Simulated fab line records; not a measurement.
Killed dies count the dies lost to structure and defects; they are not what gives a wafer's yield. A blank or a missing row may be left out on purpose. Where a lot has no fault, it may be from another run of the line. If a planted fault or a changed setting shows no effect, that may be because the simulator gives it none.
Which tool is to blame? | flow gf180mcu | 36 wafers from 12 lots sampled at 2 of the route's 602 steps

WHAT THE GAUGES SHOWED, per wafer
GF_M3_OVL_MEAS_15.
lot  | measured     | on         | M3_OVL (nm)
L075 | day 21 17:56 | overlay-01 | 3 -2 3
L077 | day 22 11:29 | overlay-02 | -8 -1 -10
L079 | day 23 03:38 | overlay-02 | 5 1 -6
L081 | day 23 21:43 | overlay-02 | 6 4 5
L083 | day 24 13:17 | overlay-02 | 5 -3 5
L085 | day 25 06:50 | overlay-02 | 0 -4 -2
L087 | day 26 07:05 | overlay-02 | 3 -3 -3
L089 | day 26 21:40 | overlay-01 | 2 3 2
L091 | day 27 05:29 | overlay-02 | 5 -1 -2
L093 | day 27 21:26 | overlay-02 | -6 -4 -4
L095 | day 28 09:25 | overlay-01 | -4 -9 -13
L097 | day 28 20:14 | overlay-01 | -1 1 -2

WHAT TOOL EACH LOT RAN ON (gives the tool, then ch and the chambers of the sampled wafers, and finally the start)
lot  | GF_M1_SPUTTER_03
L075 | pvd sputter-02, day 16 13:53
L077 | pvd sputter-04, day 17 05:56
L079 | pvd sputter-03, day 17 21:52
L081 | pvd sputter-02, day 18 16:49
L083 | pvd sputter-03, day 19 10:45
L085 | pvd sputter-02, day 20 06:01
L087 | pvd sputter-04, day 21 07:46
L089 | pvd sputter-04, day 22 01:07
L091 | pvd sputter-04, day 22 10:19
L093 | pvd sputter-02, day 23 03:24
L095 | pvd sputter-02, day 23 16:34
L097 | pvd sputter-02, day 24 05:33
- GF_M1_SPUTTER_03: material Ti, target thk 10 nm, time 6.7 s.

THE ANSWER, worked out from the rows above alone
Rule: the usual values come from the lots themselves. The widest of any qualifying gaps counts: lots, ordered by their means at a reading, are off when they make up no more than a third of the lots, leave a main group of 4 or more, and stand apart from it by 3 or more times the standard deviation of that group's means. If all means in a main group match to the digits the tables above print for the reading, that group is not used. A lot without any number at a reading at which 4 lots or more have one is off too. Any other lot the step has rows for is counted as sound.
Nothing can be told from this: no lot is off at any reading shown.

WHAT HAD BEEN PUT IN BY THE SIMULATOR
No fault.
